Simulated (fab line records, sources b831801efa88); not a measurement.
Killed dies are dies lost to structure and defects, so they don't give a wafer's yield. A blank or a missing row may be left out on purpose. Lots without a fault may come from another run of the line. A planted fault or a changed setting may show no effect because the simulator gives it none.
fab line records | flow sky130
record lots=5 wafers=15 last_day=49
route steps=708 shown METAL5@665 PASSIVATION@681 PAD_OPEN@694
lots that met no fault: from a run of the same line without faults
start_h: hours from the record's first day to the start of the lot's first wafer shown | wait_h: hours since the lot's step before | " the same as in the row above | L1.1+2: a row that stands for several wafers | - no value, or no start given | * or withheld: withheld | < > ~ a bound
route shown NAME@n: a module of which the file shows steps, and the number in the route of the first | usual: mean/standard deviation of fault-free wafers | same: alike in all rows | chamber/n: place in a boat | sites: the reading at each site | _std_site: their standard deviation | _edge_site: outer sites' mean less inner sites' | radius_mm: how far each site lies from the wafer's centre | mask NAME#n: copy n | behind: the tool/chamber that last shaped the wafer | hold: why the lot was held/for how many hours/how that ended | device: the transistor (n, p or np) that didn't switch | end of line: the same wafers' tests at the end of the route | a step without rows: its recipe alone | killed: dies lost to structure and defects at the first sort, not the wafer's yield | map: a wafer's dies, x killed, . not, _ none there
set.NAME: the setting as run; set.NAME@STEP: as run at that earlier step | model.NAME: the simulator's own value behind a step, which no gauge read
lots at some steps of the route; a table a step, a row a wafer
services: from which hour (start_h, from the record's first day; less than 0 if before it) a tool's chamber was out of use, for how many hours, and why
## steps
# step SKY_METAL5_SPUTTER_04
# recipe material=TiN target_thk_nm=70 power_w=6500 time_s=58.3 chamber_pressure_pa=0.4
# usual throttle_valve_pct=29.7/1.1
# same time_s=58.3
# columns lot.wafer tool chamber start_h wait_h throttle_valve_pct
L079.1 pvd_sputter-01 - 1033.54 0.0 28.9
L079.2 " - " " 30.5
L079.3 " - " " 29.9
L081.2 pvd_sputter-02 - 1049.97 0.0 29.2
L081.3 " - " " 30.6
L081.6 " - " " 29.1
L086.1 pvd_sputter-04 - 1081.82 0.0 28.2
L086.3 " - " " 28.8
L086.5 " - " " 31.6
L092.3 pvd_sputter-02 - 1115.06 0.0 30.0
L092.5 " - " " 29.1
L092.6 " - " " 30.6
L095.2 pvd_sputter-02 - 1130.09 0.0 29.5
L095.3 " - " " 30.2
L095.6 " - " " 29.5
# step SKY_METAL5_RS_MEAS_05
# recipe thk_meas_gauge=four-point-probe reads=TiN_of_METAL5_SPUTTER_04+Ti_of_METAL5_SPUTTER_03+AlCu_of_METAL5_SPUTTER_02+TiN_of_METAL5_SPUTTER_01+Ti_of_METAL5_SPUTTER_00
# usual METAL5_ALCU_RS=0.0271/0.00031
# columns lot.wafer tool chamber start_h wait_h METAL5_ALCU_RS[ohm/sq]
L079.1 film_metro-03 - 1033.59 0.0 0.0269
L079.2 " - " " 0.0265
L079.3 " - " " 0.0268
L081.2 film_metro-03 - 1050.04 0.0 0.0267
L081.3 " - " " 0.0269
L081.6 " - " " 0.0267
L086.1 film_metro-04 - 1081.93 0.1 0.0266
L086.3 " - " " 0.0266
L086.5 " - " " 0.0270
L092.3 film_metro-04 - 1115.16 0.1 0.0274
L092.5 " - " " 0.0277
L092.6 " - " " 0.0275
L095.2 film_metro-03 - 1130.16 0.0 0.0267
L095.3 " - " " 0.0268
L095.6 " - " " 0.0268
# step SKY_METAL5_THK_MEAS_06
# recipe thk_meas_gauge=xrf reads=AlCu_of_METAL5_SPUTTER_02
# usual METAL5_ALCU_THK=1140/14
# columns lot.wafer tool chamber start_h wait_h METAL5_ALCU_THK[nm]
L079.1 film_metro-03 - 1033.71 0.1 1153
L079.2 " - " " 1160
L079.3 " - " " 1153
L081.2 film_metro-03 - 1050.15 0.1 1142
L081.3 " - " " 1144
L081.6 " - " " 1152
L086.1 film_metro-04 - 1082.05 0.1 1172
L086.3 " - " " 1168
L086.5 " - " " 1151
L092.3 film_metro-04 - 1115.26 0.1 1136
L092.5 " - " " 1126
L092.6 " - " " 1129
L095.2 film_metro-03 - 1130.27 0.1 1168
L095.3 " - " " 1156
L095.6 " - " " 1153
# step SKY_METAL5_DEHYDRATE_07
# recipe temp_c=200 time_s=60
# same time_s=60
# columns lot.wafer tool chamber start_h wait_h
L079.1+2+3 litho_track-01 0 1044.33 10.6
L081.2+3+6 litho_track-01 0 1059.90 9.7
L086.1+3+5 litho_track-03 0 1091.69 9.6
L092.3+5+6 litho_track-02 0 1124.51 9.2
L095.2+3+6 litho_track-03 0 1137.76 7.5
# step SKY_METAL5_HMDS_08
# recipe prime_time_s=60 prime_temp_c=120
# columns lot.wafer tool chamber start_h wait_h
L079.1+2+3 litho_track-01 0 1044.48 0.1
L081.2+3+6 litho_track-01 0 1060.05 0.1
L086.1+3+5 litho_track-03 0 1091.84 0.1
L092.3+5+6 litho_track-02 0 1124.66 0.1
L095.2+3+6 litho_track-03 0 1137.91 0.1
# step SKY_METAL5_COAT_09
# recipe resist=NOVOLAK spin_rpm=3000 resist_thk_nm=1800
# columns lot.wafer tool chamber start_h wait_h
L079.1+2+3 litho_track-01 0 1044.63 0.1
L081.2+3+6 litho_track-01 0 1060.20 0.1
L086.1+3+5 litho_track-03 0 1091.99 0.1
L092.3+5+6 litho_track-02 0 1124.81 0.1
L095.2+3+6 litho_track-03 0 1138.06 0.1
# step SKY_METAL5_SOFTBAKE_10
# recipe temp_c=90 time_s=60 resist=NOVOLAK
# same time_s=60
# columns lot.wafer tool chamber start_h wait_h
L079.1+2+3 litho_track-01 0 1044.78 0.1
L081.2+3+6 litho_track-01 0 1060.35 0.1
L086.1+3+5 litho_track-03 0 1092.14 0.1
L092.3+5+6 litho_track-02 0 1124.96 0.1
L095.2+3+6 litho_track-03 0 1138.21 0.1
# step SKY_METAL5_EXPOSE_11
# recipe mask_id=MM5 na=0.6 source_shape=conventional sigma_outer=0.6 polarization=unpolarized target_cd_nm=1600 dose_mj=190
# columns lot.wafer tool chamber start_h wait_h mask
L079.1+2+3 iline_stepper-01 0 - - MM5#0
L081.2+3+6 iline_stepper-02 0 - - MM5#0
L086.1+3+5 iline_stepper-02 0 - - MM5#0
L092.3+5+6 iline_stepper-01 0 - - MM5#0
L095.2+3+6 iline_stepper-02 0 - - MM5#0
# step SKY_METAL5_PEB_12
# recipe temp_c=withheld time_s=* resist=NOVOLAK
# same time_s=*
# columns lot.wafer tool chamber start_h wait_h
L079.1+2+3 litho_track-01 0 - -
L081.2+3+6 litho_track-01 0 - -
L086.1+3+5 litho_track-03 0 - -
L092.3+5+6 litho_track-03 0 - -
L095.2+3+6 litho_track-01 0 - -
# step SKY_METAL5_DEVELOP_13
# recipe resist=NOVOLAK developer=TMAH develop_time_s=60 dev_temp_c=23
# same develop_time_s=60
# columns lot.wafer tool chamber start_h wait_h
L079.1+2+3 litho_track-01 0 1055.28 0.1
L081.2+3+6 litho_track-01 0 1070.55 0.1
L086.1+3+5 litho_track-03 0 1101.49 0.1
L092.3+5+6 litho_track-03 0 1133.39 0.1
L095.2+3+6 litho_track-01 0 1147.20 0.1
# step SKY_METAL5_DESCUM_14
# recipe chemistry=O2 source_power_w=150 bias_power_w=0 pressure_mtorr=10 temp_c=40 time_s=11
# usual drypump_motor_current_A=5.9/0.46 oes_product_au=0.996/0.0077
# same time_s=11
# columns lot.wafer tool chamber start_h wait_h drypump_motor_current_A oes_product_au rf_hours_counter_h
L079.1 rie_metal-01 0 1055.43 0.1 5.6 0.987 12
L079.2 " 1 " " 5.6 1.000 17
L079.3 " 1 " " 5.6 0.991 -
L081.2 rie_metal-03 0 1070.68 0.1 6.4 0.991 15
L081.3 " 1 " " 6.0 0.993 -
L081.6 " 0 " " 6.3 0.985 -
L086.1 rie_metal-02 1 1101.64 0.1 6.4 0.993 17
L086.3 " 1 " " 6.4 1.002 -
L086.5 " 0 " " 5.3 0.995 -
L092.3 rie_metal-02 1 1133.50 0.1 6.4 1.014 -
L092.5 " 1 " " 6.4 0.998 -
L092.6 " 0 " " 5.3 1.000 -
L095.2 rie_metal-02 1 1147.33 0.1 6.4 1.004 21
L095.3 " 0 " " 5.4 0.998 -
L095.6 " 1 " " 6.4 0.995 -
# step SKY_METAL5_METAL_ETCH_15
# recipe target_depth_a=12600 stop_on=SiO2 over_etch_frac=0.2 time_s=252 chemistry=Cl2/BCl3 resist_sidewall_deg=86 pressure_mtorr=10 icp_w=900 bias_w=48.5 Cl2_flow_sccm=60 bcl3_flow_sccm=30
# usual drypump_motor_current_A=5.9/0.47 oes_product_au=0.893/0.0045 throttle_valve_pct=22.265/0.01
# same time_s=252
# columns lot.wafer tool chamber start_h wait_h drypump_motor_current_A oes_product_au rf_hours_counter_h throttle_valve_pct
L079.1 rie_metal-01 0 1055.46 0.0 5.6 0.900 12 22.253
L079.2 " 1 " " 5.6 0.897 17 22.254
L079.3 " 1 " " 5.6 0.888 - 22.275
L081.2 rie_metal-03 0 1070.71 0.0 6.4 0.889 15 22.267
L081.3 " 1 " " 6.1 0.897 - 22.260
L081.6 " 0 " " 6.3 0.887 - 22.281
L086.1 rie_metal-02 1 1101.67 0.0 6.4 0.898 17 22.267
L086.3 " 1 " " 6.4 0.893 - 22.273
L086.5 " 0 " " 5.3 0.893 - 22.267
L092.3 rie_metal-02 1 1133.60 0.1 6.4 0.890 - 22.286
L092.5 " 1 " " 6.4 0.891 - 22.271
L092.6 " 0 " " 5.3 0.894 - 22.248
L095.2 rie_metal-02 1 1147.36 0.0 6.4 0.888 21 22.278
L095.3 " 0 " " 5.3 0.887 - 22.264
L095.6 " 1 " " 6.4 0.892 - 22.277
# step SKY_METAL5_STRIP_16
# recipe chemistry=O2/N2 power_w=1400 pressure_mtorr=1500 platen_temp_c=withheld o2_flow_sccm=3000 n2_flow_sccm=300 overash_fraction=0.5
# usual drypump_motor_current_A=5.8/0.47 oes_product_au=0.710/0.0045 strip_time_to_endpoint_s=13.10/0.093
# columns lot.wafer tool chamber start_h wait_h drypump_motor_current_A oes_product_au rf_hours_counter_h strip_time_to_endpoint_s
L079.1 plasma_asher-02 1 1055.70 0.2 5.4 0.716 64 12.94
L079.2 " 0 " " 6.3 0.712 64 12.94
L079.3 " 0 " " 6.3 0.721 - 13.01
L081.2 plasma_asher-02 1 1070.95 0.2 5.4 0.714 66 13.23
L081.3 " 0 " " 6.2 0.709 - 13.09
L081.6 " 0 " " 6.3 0.706 - 13.16
L086.1 plasma_asher-02 0 1101.91 0.2 6.2 0.707 69 13.00
L086.3 " 0 " " 6.2 0.708 - 13.00
L086.5 " 0 " " 6.2 0.716 - 13.12
L092.3 plasma_asher-03 1 1133.79 0.1 6.6 0.715 - 13.08
L092.5 " 1 " " 6.5 0.718 - 13.03
L092.6 " 0 " " 5.4 0.707 - 13.16
L095.2 plasma_asher-02 1 1147.60 0.2 5.4 0.710 73 13.08
L095.3 " 1 " " 5.4 0.713 - 12.95
L095.6 " 0 " " 6.2 0.715 - 13.12
# step SKY_METAL5_STRIP_17
# recipe chemistry=post_etch_residue_remover time_s=1200 temp_c=72.5
# same time_s=1200
# columns lot.wafer tool chamber start_h wait_h
L079.1+2+3 wet_bench-01 0 1055.80 0.1
L081.2+3+6 wet_bench-01 0 1071.05 0.1
L086.1+3+5 wet_bench-01 2 1102.01 0.1
L092.3+5+6 wet_bench-03 3 1133.89 0.1
L095.2+3+6 wet_bench-03 3 1147.70 0.1
# step SKY_METAL5_CLEAN_18
# recipe chemistry=IPA time_s=180 temp_c=25
# same time_s=180
# columns lot.wafer tool chamber start_h wait_h
L079.1+2+3 wet_bench-02 0 1056.14 0.0
L081.2+3+6 wet_bench-02 3 1071.39 0.0
L086.1+3+5 wet_bench-03 3 1102.38 0.0
L092.3+5+6 wet_bench-03 0 1134.58 0.3
L095.2+3+6 wet_bench-01 1 1148.04 0.0
# step SKY_METAL5_CLEAN_19
# recipe chemistry=O3/DIW dry=n2_spin
# columns lot.wafer tool chamber start_h wait_h
L079.1+2+3 wet_bench-03 2 1056.20 0.0
L081.2+3+6 wet_bench-03 0 1071.45 0.0
L086.1+3+5 wet_bench-02 2 1102.44 0.0
L092.3+5+6 wet_bench-02 2 1134.88 0.3
L095.2+3+6 wet_bench-02 2 1148.10 0.0
# step SKY_PASSIVATION_CVD_00
# recipe material=SiO2 target_thk_nm=90 temp_c=400 time_s=withheld rf_w=600
# usual heater_power_w=657/130
# columns lot.wafer tool chamber start_h wait_h heater_power_w
L079.1 pecvd-03 0 1056.29 0.0 728
L079.2 " 1 " " 823
L079.3 " 2 " " 563
L081.2 pecvd-02 1 1071.54 0.0 734
L081.3 " 0 " " 527
L081.6 " 1 " " 728
L086.1 pecvd-02 0 1102.53 0.0 545
L086.3 " 1 " " 706
L086.5 " 0 " " 558
L092.3 pecvd-02 2 1134.98 0.0 522
L092.5 " 1 " " 615
L092.6 " 0 " " 510
L095.2 pecvd-03 2 1148.19 0.0 546
L095.3 " 1 " " 818
L095.6 " 2 " " 548
# step SKY_PASSIVATION_THK_MEAS_01
# recipe reads=SiO2_of_PASSIVATION_CVD_00
# usual PASSIVATION_CVD_00_THK=90.1/1.1
# columns lot.wafer tool chamber start_h wait_h PASSIVATION_CVD_00_THK[nm]
L079.1 film_metro-04 - 1056.31 - 89.9
L079.2 " - " " 88.9
L079.3 " - " " 89.6
L081.2 film_metro-04 - 1071.58 - 88.5
L081.3 " - " " 88.3
L081.6 " - " " 89.5
L086.1 film_metro-01 - 1102.55 - 90.5
L086.3 " - " " 90.0
L086.5 " - " " 91.2
L092.3 film_metro-02 - 1135.03 - 89.8
L092.5 " - " " 90.7
L092.6 " - " " 91.1
L095.2 film_metro-01 - 1148.22 - 88.6
L095.3 " - " " 88.4
L095.6 " - " " 90.5
# step SKY_PASSIVATION_CVD_02
# recipe material=Si3N4 target_thk_nm=540 temp_c=400 time_s=withheld rf_w=450
# usual heater_power_w=748/130
# columns lot.wafer tool chamber start_h wait_h heater_power_w
L079.1 pecvd-03 2 1056.37 0.1 573
L079.2 " 1 " " 951
L079.3 " 0 " " 894
L081.2 pecvd-03 0 1071.63 0.0 838
L081.3 " 2 " " 607
L081.6 " 0 " " 827
L086.1 pecvd-03 0 1102.61 0.1 854
L086.3 " 2 " " 614
L086.5 " 0 " " 889
L092.3 pecvd-04 2 1135.18 0.1 843
L092.5 " 0 " " 696
L092.6 " 2 " " 683
L095.2 pecvd-04 1 1148.27 0.0 795
L095.3 " 2 " " 841
L095.6 " 1 " " 656
# step SKY_PASSIVATION_THK_MEAS_03
# recipe reads=Si3N4_of_PASSIVATION_CVD_02
# usual PASSIVATION_CVD_02_THK=540/6.9
# columns lot.wafer tool chamber start_h wait_h PASSIVATION_CVD_02_THK[nm]
L079.1 film_metro-02 - 1056.60 - 529
L079.2 " - " " 528
L079.3 " - " " 532
L081.2 film_metro-04 - 1071.86 - 535
L081.3 " - " " 532
L081.6 " - " " 536
L086.1 film_metro-01 - 1102.84 - 542
L086.3 " - " " 539
L086.5 " - " " 550
L092.3 film_metro-01 - 1135.42 - 547
L092.5 " - " " 536
L092.6 " - " " 545
L095.2 film_metro-04 - 1148.51 - 542
L095.3 " - " " 544
L095.6 " - " " 551
# step SKY_PASSIVATION_DEHYDRATE_04
# recipe temp_c=200 time_s=60
# same time_s=60
# columns lot.wafer tool chamber start_h wait_h
L079.1+2+3 litho_track-04 0 1067.12 10.5
L081.2+3+6 litho_track-03 0 1081.51 9.6
L086.1+3+5 litho_track-03 0 1112.44 9.6
L092.3+5+6 litho_track-02 0 1143.96 8.5
L095.2+3+6 litho_track-04 0 1156.70 8.2
# step SKY_PASSIVATION_HMDS_05
# recipe prime_time_s=60 prime_temp_c=120
# columns lot.wafer tool chamber start_h wait_h
L079.1+2+3 litho_track-04 0 1067.27 0.1
L081.2+3+6 litho_track-03 0 1081.66 0.1
L086.1+3+5 litho_track-03 0 1112.59 0.1
L092.3+5+6 litho_track-02 0 1144.11 0.1
L095.2+3+6 litho_track-04 0 1156.85 0.1
# step SKY_PASSIVATION_COAT_06
# recipe spin_rpm=2000 resist_thk_nm=3000
# columns lot.wafer tool chamber start_h wait_h
L079.1+2+3 litho_track-04 0 1067.42 0.1
L081.2+3+6 litho_track-03 0 1081.81 0.1
L086.1+3+5 litho_track-03 0 1112.74 0.1
L092.3+5+6 litho_track-02 0 1144.26 0.1
L095.2+3+6 litho_track-04 0 1157.00 0.1
# step SKY_PASSIVATION_SOFTBAKE_07
# recipe temp_c=110 time_s=withheld
# columns lot.wafer tool chamber start_h wait_h
L079.1+2+3 litho_track-04 0 1067.57 0.1
L081.2+3+6 litho_track-03 0 1081.97 0.1
L086.1+3+5 litho_track-03 0 1112.89 0.1
L092.3+5+6 litho_track-02 0 1144.43 0.1
L095.2+3+6 litho_track-04 0 1157.16 0.1
# step SKY_PASSIVATION_EXPOSE_08
# recipe mask_id=NSM target_cd_nm=3000 na=0.57 dose_mj=260
# columns lot.wafer tool chamber start_h wait_h mask
L079.1+2+3 iline_stepper-01 0 - - NSM#0
L081.2+3+6 iline_stepper-01 0 - - NSM#0
L086.1+3+5 iline_stepper-02 0 - - NSM#0
L092.3+5+6 iline_stepper-02 0 - - NSM#0
L095.2+3+6 iline_stepper-02 0 - - NSM#0
# step SKY_PASSIVATION_PEB_09
# recipe temp_c=115 time_s=withheld
# columns lot.wafer tool chamber start_h wait_h
L079.1+2+3 litho_track-03 0 - -
L081.2+3+6 litho_track-02 0 - -
L086.1+3+5 litho_track-02 0 - -
L092.3+5+6 litho_track-04 0 - -
L095.2+3+6 litho_track-02 0 - -
# step SKY_PASSIVATION_DEVELOP_10
# recipe develop_time_s=60 dev_temp_c=23
# same develop_time_s=60
# columns lot.wafer tool chamber start_h wait_h
L079.1+2+3 litho_track-03 0 - -
L081.2+3+6 litho_track-02 0 - -
L086.1+3+5 litho_track-02 0 - -
L092.3+5+6 litho_track-04 0 - -
L095.2+3+6 litho_track-02 0 - -
# step SKY_PASSIVATION_ETCH_11
# recipe chemistry=CF4/O2 target_depth_nm=725 stop_on=AlCu source_w=800 bias_w=150 pressure_mtorr=150 cf4_flow_sccm=80 O2_flow_sccm=10 time_s=161.1
# usual drypump_motor_current_A=5.7/0.47 oes_product_au=0.979/0.0067 throttle_valve_pct=5.964/0.009
# same time_s=161.1
# columns lot.wafer tool chamber start_h wait_h drypump_motor_current_A oes_product_au rf_hours_counter_h throttle_valve_pct
L079.1 rie_diel-01 0 1077.64 - 4.8 0.960 14 5.958
L079.2 " 1 " " 5.7 0.967 6 5.961
L079.3 " 2 " " 6.5 0.973 11 5.956
L081.2 rie_diel-03 0 1092.46 - 5.4 0.971 30 5.956
L081.3 " 3 " " 5.5 0.974 9 5.967
L081.6 " 3 " " 5.5 0.980 - 5.967
L086.1 rie_diel-01 3 1122.21 - 5.9 0.991 15 5.952
L086.3 " 1 " " 5.6 0.977 8 5.965
L086.5 " 2 " " 6.5 0.984 - 5.971
L092.3 rie_diel-02 0 1153.27 - 5.5 0.986 17 5.978
L092.5 " 0 " " 5.5 0.975 - 5.959
L092.6 " 1 " " 6.2 0.985 - 5.970
L095.2 rie_diel-01 3 1166.16 - 5.9 0.971 16 5.961
L095.3 " 0 " " 4.8 0.983 17 5.967
L095.6 " 3 " " 5.9 0.986 - 5.963
# step SKY_PASSIVATION_STRIP_12
# recipe chemistry=O2/N2 power_w=1400 pressure_mtorr=1500 platen_temp_c=withheld overash_fraction=0.7 o2_flow_sccm=3000 n2_flow_sccm=300
# usual drypump_motor_current_A=5.8/0.47 oes_product_au=0.661/0.0044 strip_time_to_endpoint_s=31.53/0.1
# columns lot.wafer tool chamber start_h wait_h drypump_motor_current_A oes_product_au rf_hours_counter_h strip_time_to_endpoint_s
L079.1 plasma_asher-03 0 1077.74 0.1 5.4 0.652 92 31.58
L079.2 " 1 " " 6.6 0.667 92 31.58
L079.3 " 1 " " 6.6 0.654 - 31.65
L081.2 plasma_asher-03 0 1092.57 0.1 5.4 0.665 93 31.58
L081.3 " 0 " " 5.4 0.653 - 31.57
L081.6 " 1 " " 6.6 0.665 - 31.51
L086.1 plasma_asher-04 0 1122.32 0.1 5.3 0.665 5 31.56
L086.3 " 0 " " 5.3 0.662 - 31.30
L086.5 " 1 " " 5.8 0.665 - 31.44
L092.3 plasma_asher-03 0 1153.41 0.1 5.4 0.658 - 31.53
L092.5 " 0 " " 5.4 0.659 - 31.33
L092.6 " 1 " " 6.6 0.665 - 31.38
L095.2 plasma_asher-03 0 1166.27 0.1 5.4 0.656 100 31.62
L095.3 " 0 " " 5.4 0.664 - 31.41
L095.6 " 0 " " 5.4 0.662 - 31.61
# step SKY_PAD_OPEN_DEHYDRATE_00
# recipe temp_c=200 time_s=60
# same time_s=60
# columns lot.wafer tool chamber start_h wait_h
L079.1+2+3 litho_track-01 0 1087.28 9.5
L081.2+3+6 litho_track-02 0 1101.94 9.3
L086.1+3+5 litho_track-01 0 1131.18 8.8
L092.3+5+6 litho_track-04 0 1161.52 8.1
L095.2+3+6 litho_track-02 0 1173.49 7.2
# step SKY_PAD_OPEN_HMDS_01
# recipe prime_time_s=60 prime_temp_c=120
# columns lot.wafer tool chamber start_h wait_h
L079.1+2+3 litho_track-01 0 1087.43 0.1
L081.2+3+6 litho_track-02 0 1102.09 0.1
L086.1+3+5 litho_track-01 0 1131.33 0.1
L092.3+5+6 litho_track-04 0 1161.67 0.1
L095.2+3+6 litho_track-02 0 1173.64 0.1
# step SKY_PAD_OPEN_COAT_02
# recipe spin_rpm=2000 resist_thk_nm=3000
# columns lot.wafer tool chamber start_h wait_h
L079.1+2+3 litho_track-01 0 1087.58 0.1
L081.2+3+6 litho_track-02 0 1102.24 0.1
L086.1+3+5 litho_track-01 0 1131.48 0.1
L092.3+5+6 litho_track-04 0 1161.82 0.1
L095.2+3+6 litho_track-02 0 1173.79 0.1
# step SKY_PAD_OPEN_SOFTBAKE_03
# recipe temp_c=110 time_s=withheld
# columns lot.wafer tool chamber start_h wait_h
L079.1+2+3 litho_track-01 0 1087.73 0.1
L081.2+3+6 litho_track-02 0 1102.40 0.1
L086.1+3+5 litho_track-01 0 1131.63 0.1
L092.3+5+6 litho_track-04 0 1161.99 0.1
L095.2+3+6 litho_track-02 0 1173.95 0.1
# step SKY_PAD_OPEN_EXPOSE_04
# recipe mask_id=PDM target_cd_nm=60000 na=0.57 dose_mj=260
# columns lot.wafer tool chamber start_h wait_h mask
L079.1+2+3 iline_stepper-02 0 - - PDM#0
L081.2+3+6 iline_stepper-01 0 - - PDM#0
L086.1+3+5 iline_stepper-02 0 - - PDM#0
L092.3+5+6 iline_stepper-02 0 - - PDM#0
L095.2+3+6 iline_stepper-02 0 - - PDM#0
# step SKY_PAD_OPEN_PEB_05
# recipe temp_c=115 time_s=withheld
# columns lot.wafer tool chamber start_h wait_h
L079.1+2+3 litho_track-02 0 - -
L081.2+3+6 litho_track-02 0 - -
L086.1+3+5 litho_track-04 0 - -
L092.3+5+6 litho_track-02 0 - -
L095.2+3+6 litho_track-04 0 - -
# step SKY_PAD_OPEN_DEVELOP_06
# recipe develop_time_s=60 dev_temp_c=23
# same develop_time_s=60
# columns lot.wafer tool chamber start_h wait_h
L079.1+2+3 litho_track-02 0 - -
L081.2+3+6 litho_track-02 0 - -
L086.1+3+5 litho_track-04 0 - -
L092.3+5+6 litho_track-02 0 - -
L095.2+3+6 litho_track-04 0 - -
# step SKY_PAD_OPEN_ETCH_07
# recipe chemistry=CF4/O2 target_depth_nm=725 stop_on=AlCu source_w=800 bias_w=150 pressure_mtorr=150 cf4_flow_sccm=80 O2_flow_sccm=10 time_s=161.1
# usual drypump_motor_current_A=5.6/0.42 oes_product_au=0.977/0.0067 throttle_valve_pct=5.963/0.0097
# same time_s=161.1
# columns lot.wafer tool chamber start_h wait_h drypump_motor_current_A oes_product_au rf_hours_counter_h throttle_valve_pct
L079.1 rie_diel-03 3 1097.46 - 5.5 0.963 9 5.971
L079.2 " 1 " " 6.3 0.968 12 5.971
L079.3 " 0 " " 5.4 0.973 30 5.981
L081.2 rie_diel-02 0 1112.36 - 5.5 0.974 15 5.963
L081.3 " 2 " " 5.2 0.971 14 5.977
L081.6 " 2 " " 5.2 0.964 - 5.965
L086.1 rie_diel-04 2 1140.52 - 5.5 0.979 18 5.956
L086.3 " 3 " " 6.3 0.984 10 5.965
L086.5 " 0 " " 4.9 0.984 - 5.957
L092.3 rie_diel-02 3 1170.91 - 5.9 0.973 5 5.965
L092.5 " 2 " " 5.2 0.973 - 5.959
L092.6 " 1 " " 6.2 0.978 - 5.971
L095.2 rie_diel-04 2 1182.17 - 5.5 0.986 20 5.979
L095.3 " 0 " " 4.9 0.980 19 5.976
L095.6 " 2 " " 5.5 0.990 - 5.963
# step SKY_PAD_OPEN_STRIP_08
# recipe chemistry=O2/N2 power_w=1400 pressure_mtorr=1500 platen_temp_c=withheld overash_fraction=0.7 o2_flow_sccm=3000 n2_flow_sccm=300
# usual drypump_motor_current_A=5.7/0.33 oes_product_au=0.663/0.0042
# columns lot.wafer tool chamber start_h wait_h drypump_motor_current_A oes_product_au rf_hours_counter_h
L079.1 plasma_asher-04 0 1097.57 0.1 5.3 0.667 3
L079.2 " 1 " " 5.8 0.663 3
L079.3 " 0 " " 5.3 0.658 -
L081.2 plasma_asher-01 1 1112.47 0.1 6.0 0.664 36
L081.3 " 0 " " 5.5 0.665 -
L081.6 " 1 " " 6.1 0.663 -
L086.1 plasma_asher-02 0 1140.63 0.1 6.3 0.664 72
L086.3 " 0 " " 6.2 0.666 -
L086.5 " 0 " " 6.3 0.663 -
L092.3 plasma_asher-02 0 1171.05 0.1 6.3 0.660 -
L092.5 " 0 " " 6.3 0.661 -
L092.6 " 1 " " 5.4 0.659 -
L095.2 plasma_asher-02 0 1182.28 0.1 6.3 0.665 76
L095.3 " 1 " " 5.4 0.658 -
L095.6 " 0 " " 6.3 0.664 -
# step SKY_PAD_OPEN_STRIP_09
# recipe chemistry=post_etch_residue_remover time_s=1200 temp_c=72.5
# same time_s=1200
# columns lot.wafer tool chamber start_h wait_h
L079.1+2+3 wet_bench-02 1 1097.67 0.1
L081.2+3+6 wet_bench-04 0 1112.57 0.1
L086.1+3+5 wet_bench-04 3 1140.73 0.1
L092.3+5+6 wet_bench-03 1 1171.12 0.0
L095.2+3+6 wet_bench-03 2 1182.38 0.1
# step SKY_PAD_OPEN_CLEAN_10
# recipe chemistry=IPA time_s=180 temp_c=25
# same time_s=180
# columns lot.wafer tool chamber start_h wait_h
L079.1+2+3 wet_bench-03 2 1098.01 0.0
L081.2+3+6 wet_bench-02 1 1112.94 0.0
L086.1+3+5 wet_bench-02 3 1141.10 0.0
L092.3+5+6 wet_bench-03 1 1171.46 0.0
L095.2+3+6 wet_bench-03 2 1182.72 0.0
# step SKY_PAD_OPEN_CLEAN_11
# recipe chemistry=O3/DIW dry=n2_spin
# columns lot.wafer tool chamber start_h wait_h
L079.1+2+3 wet_bench-02 3 1098.07 0.0
L081.2+3+6 wet_bench-04 2 1113.00 0.0
L086.1+3+5 wet_bench-04 1 1141.16 0.0
L092.3+5+6 wet_bench-03 2 1171.52 0.0
L095.2+3+6 wet_bench-03 1 1182.78 0.0
# step SKY_PAD_OPEN_ANNEAL_12
# recipe temp_c=400 time_s=withheld ambient=N2/H2 idle_temp_c=300 ramp_up_c_per_min=8 ramp_down_c_per_min=4
# usual ramp_up_c_per_min=7.9999/0.0015 spike_tc_centre_C=400.8/1.1 zone_power_bottom_pct=5.71/0.17
# columns lot.wafer tool chamber start_h wait_h ramp_up_c_per_min spike_tc_centre_C zone_power_bottom_pct
L079.1 furnace-01 0 1098.16 0.0 7.9984 401.2 5.96
L079.2 " 0 " " 7.9972 400.3 5.89
L079.3 " 0 " " 8.0013 400.7 6.02
L081.2 furnace-02 0 1113.10 0.0 7.9998 401.6 5.54
L081.3 " 0 " " 8.0003 399.6 5.52
L081.6 " 0 " " 8.0018 400.3 5.62
L086.1 furnace-02 0 1141.26 0.0 8.0023 401.2 5.66
L086.3 " 0 " " 7.9962 398.7 5.57
L086.5 " 0 " " 8.0010 400.5 5.48
L092.3 furnace-02 0 1171.61 0.0 7.9983 400.2 5.62
L092.5 " 0 " " 7.9990 400.7 5.57
L092.6 " 0 " " 7.9987 401.3 5.54
L095.2 furnace-01 0 1182.87 0.0 7.9987 399.7 5.84
L095.3 " 0 " " 7.9996 400.2 5.89
L095.6 " 0 " " 7.9992 400.8 5.89
# step SKY_PAD_OPEN_BOW_MEAS_13
# recipe mode=bow
# usual PAD_OPEN_BOW=48/8.4
# columns lot.wafer tool chamber start_h wait_h PAD_OPEN_BOW[um]
L079.1 film_metro-01 - 1099.66 - 35
L079.2 " - " " 47
L079.3 " - " " 57
L081.2 film_metro-03 - 1114.62 - 52
L081.3 " - " " 44
L081.6 " - " " 50
L086.1 film_metro-04 - 1142.76 - 57
L086.3 " - " " 40
L086.5 " - " " 62
L092.3 film_metro-03 - 1173.15 - 60
L092.5 " - " " 46
L092.6 " - " " 47
L095.2 film_metro-01 - 1184.39 - 44
L095.3 " - " " 56
L095.6 " - " " 41
## services
# columns tool chamber start_h hours kind
rie_diel-02 1 1013.53 10.8 repair
rie_diel-01 3 1036.92 49.9 repair
pecvd-02 - 1046.07 14.6 pm
pecvd-03 - 1058.74 2.5 repair
iline_stepper-02 - 1072.21 10.2 repair
rie_diel-01 - 1073.68 0.8 repair
plasma_asher-02 - 1076.80 2.8 pm
iline_stepper-01 - 1092.36 0.6 repair
pvd_sputter-02 - 1096.19 4.7 repair
rie_diel-02 3 1105.84 9.0 repair
wet_bench-04 - 1107.93 2.3 repair
rie_diel-02 1 1108.88 1.5 repair
wet_bench-01 - 1116.06 2.2 repair
rie_diel-01 - 1119.00 0.8 repair
wet_bench-02 - 1128.90 5.9 repair
pvd_sputter-02 - 1132.00 3.6 repair
plasma_asher-02 - 1139.34 0.8 repair
iline_stepper-01 - 1149.84 1.7 pm
pecvd-02 - 1154.72 1.4 repair
pecvd-03 0 1154.86 14.9 repair
wet_bench-01 - 1155.78 1.9 pm
pecvd-02 - 1166.43 0.9 repair
rie_diel-01 - 1174.44 1.6 repair
furnace-02 - 1176.94 3.4 pm
## key
fault none
